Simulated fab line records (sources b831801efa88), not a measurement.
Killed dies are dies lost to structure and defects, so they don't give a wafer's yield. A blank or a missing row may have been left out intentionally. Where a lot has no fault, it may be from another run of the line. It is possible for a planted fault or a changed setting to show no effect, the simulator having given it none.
Chamber matching	flow gf180mcu	GF_SAB_ETCH_11 on rie-diel-04: 4 sister chambers
The step etches SiO2 in C4F8/O2/Ar, target depth 55 nm, time 8.5 s. 4 wafers are shown with their chamber, then 7 later ones without.

## EACH WAFER AND ITS CHAMBER
wafer	chamber	oes-product-au (a.u.)
L743.3	3	0.985
L747.1	2	1.012
L750.6	1	1.009
L752.5	0	0.993

## WAFERS WHOSE CHAMBER IS MISSING
wafer	oes-product-au (a.u.)
L752.6	1.021
L753.1	0.995
L753.2	1.017
L753.4	1.017
L755.1	1.019
L755.5	1.000
L755.6	1.017

## THE CHAMBER EACH PASSED THROUGH
wafer	from the rows above	in truth
L752.6	can't be placed: 2 or 1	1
L753.1	can't be placed: 0 or 3 or 1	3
L753.2	can't be placed: 2 or 1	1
L753.4	can't be placed: 2 or 1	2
L755.1	can't be placed: 2 or 1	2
L755.5	can't be placed: 0 or 1 or 2 or 3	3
L755.6	can't be placed: 2 or 1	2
Placed correctly: 0 of 7. Can't be placed from these rows: 7 (the true chamber is among the candidates in 7). Number placed wrongly: 0.
How it was worked out, from the rows above alone: a wafer's distance from a chamber is the root of the sum, over the readings, of the square of ((its reading less the chamber's mean) divided by the reading's scatter). The wafer belongs to the nearest chamber; if the next one is less than 2 further off, it can't be placed. Each chamber's mean is taken over the wafers shown for it. The scatter: root of mean squared gap, hidden wafer to nearest shown wafer, with one shown wafer a chamber.
